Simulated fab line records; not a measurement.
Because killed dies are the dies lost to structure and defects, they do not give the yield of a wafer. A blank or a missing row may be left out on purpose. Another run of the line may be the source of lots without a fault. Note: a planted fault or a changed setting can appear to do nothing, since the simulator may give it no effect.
Comparing a struck lot with a sound one :: flow gf180mcu :: 16 out of 602 route steps
Sound: wafers L814.1, L814.2, L814.4. Struck: wafers L802.2, L802.3, L802.6. The cause is given at the end.
Order at every step that has rows: each side's tool, ch and its chambers, its first start. Under that, the readings that differ: sound wafers :: struck wafers :: difference of the means :: sigmas: that difference in standard deviations of wafers without a fault.
alike: words and numbers the same on both sides, and readings whose means are apart by under 2 such deviations; not compared: readings that were withheld, readings missing a value for some wafer, numbers with overlapping values and no deviation given by the record, and bounds like >300 which may hide the same value.
The two part at a step that has a row with sigmas, a row that says differs or no value, or rows on one side only. Numbers that don't overlap but have no deviation are shown without sigmas and don't part them. A reading that every wafer of one side lacks parts them only if that side has two wafers or more.

first, 6 steps without rows for these wafers: GF_PSD_HMDS_01 (prime time 60 s); GF_PSD_COAT_02 (resist thk 1000 nm); GF_PSD_SOFTBAKE_03 (time 60 s); GF_PSD_EXPOSE_04 (exposes mask Pplus, target cd 400 nm); GF_PSD_PEB_05; GF_PSD_DEVELOP_06 (develop time 60 s).
GF_PSD_CD_MEAS_07: target cd 400 nm.
  sound: cd-sem-01 at day 22 01:41; struck: cd-sem-01 at day 17 21:36
  alike: cd-nm
GF_PSD_OVL_MEAS_08:
  sound: overlay-02 at day 22 01:48; struck: overlay-02 at day 17 21:43
  alike: PSD_OVL
following that, these wafers have no rows for 1 step: GF_PSD_IMPLANT_09.
GF_PSD_STRIP_10: strips in O2/N2.
  sound on plasma-asher-02 ch 0,1, day 22 01:59; struck on plasma-asher-01 ch 0, day 17 21:53
reading: oes-product-au (a.u.)
sound: 0.588 0.589 0.585
struck: 0.599 0.602 0.602
difference: +0.014
sigmas: +3
  alike: drypump-motor-current-A, heater-power-w, platen-temp-c, strip-time-to-endpoint-s
  not compared: rf-hours-counter-h
GF_PSD_TW_MEAS_11:
  sound: film-metro-02 at day 22 02:05; struck: film-metro-01 at day 17 22:00
  alike: PSD_TW
then, 1 step without rows for these wafers: GF_PSD_CLEAN_12 (cleans in SC1/SC2, time 150 s).
GF_PSD_RTA_13: time 20 s.
  sound on rtp-anneal-01 ch 0, day 22 02:12; struck on rtp-anneal-01 ch 0, day 17 22:07
reading: wafer_temp_C_max
sound: 1029.4 1028.0 1028.5
struck: 1009.3 1008.8 1008.9
difference: -19.6
sigmas: -29
  alike: lamp-power-pct
GF_PSD_RS_MEAS_14: measurement is done with a four-point probe.
  sound: film-metro-01 at day 22 02:17; struck: film-metro-01 at day 17 22:31
reading: NSD_RS (ohm/sq)
sound: 46.14 46.10 46.10
struck: 48.49 48.51 48.51
difference: +2.39
sigmas: +30
  not compared: hold
GF_PSD_RS_MEAS_15: measurement is done with a four-point probe.
  sound: film-metro-01 at day 22 02:24; struck: film-metro-01 at day 18 04:41
reading: PSD_RS (ohm/sq)
sound: 108.82 108.42 108.66
struck: 120.99 121.34 121.19
difference: +12.54
sigmas: +55
  not compared: hold
following that, these wafers have no rows for 1 step: GF_PASSIVATION_PROBE_99.

WHERE THEY PART
At GF_PSD_STRIP_10 first; at GF_PSD_RS_MEAS_15 last (within this record only).

WHY: what the simulator had put in
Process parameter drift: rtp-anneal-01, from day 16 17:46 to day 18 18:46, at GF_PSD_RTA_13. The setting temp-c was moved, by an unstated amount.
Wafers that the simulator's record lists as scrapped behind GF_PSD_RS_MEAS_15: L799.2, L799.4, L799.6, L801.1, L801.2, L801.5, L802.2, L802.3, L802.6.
